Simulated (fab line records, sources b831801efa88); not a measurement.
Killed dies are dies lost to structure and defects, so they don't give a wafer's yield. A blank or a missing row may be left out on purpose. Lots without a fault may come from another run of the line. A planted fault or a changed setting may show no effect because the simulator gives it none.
Which tool did it? | flow sky130 | 12 lots, 36 wafers sampled, at 1 step of a route of 708

WHAT THE GAUGES READ, wafer by wafer
SKY_FIELD_ISO_BOW_MEAS_00.
lot  | measured    | on            | INCOMING_BOW (um)
L075 | day 1 15:00 | film_metro-01 | 11 3 -5
L077 | day 2 01:01 | film_metro-02 | -6 1 10
L079 | day 2 11:01 | film_metro-03 | 1 1 7
L081 | day 2 21:02 | film_metro-02 | 11 -1 1
L083 | day 3 07:00 | film_metro-01 | 2 -9 -12
L085 | day 3 17:02 | film_metro-03 | -4 2 6
L087 | day 4 03:02 | film_metro-01 | 0 -12 -3
L089 | day 4 13:01 | film_metro-03 | -9 3 17
L091 | day 4 23:00 | film_metro-03 | -4 5 0
L093 | day 5 09:00 | film_metro-02 | -7 -6 4
L095 | day 5 19:01 | film_metro-01 | -12 -10 11
L097 | day 6 05:00 | film_metro-02 | 1 -4 0

WHICH TOOL RAN EACH LOT (tool, then ch and the chambers of the sampled wafers, then the start)
The record holds no process step before these readings.

THE ANSWER, worked out from the rows above alone
Rule: what is usual is taken from the lots themselves. Put in order of their means at a reading, lots are off if they are a third of the lots or fewer, leave a main group of 4 or more, and stand apart from it by a gap of 3 or more times the standard deviation of the main group's means; of several such gaps the widest counts. A main group whose means are all the same, to the digits that the tables above print for the reading, isn't used. A lot without any number at a reading at which 4 lots or more have one is off too. The other lots that the step has rows for count as sound.
No lot is off at any reading shown: from this, nothing can be told.

WHAT THE SIMULATOR HAD PUT IN
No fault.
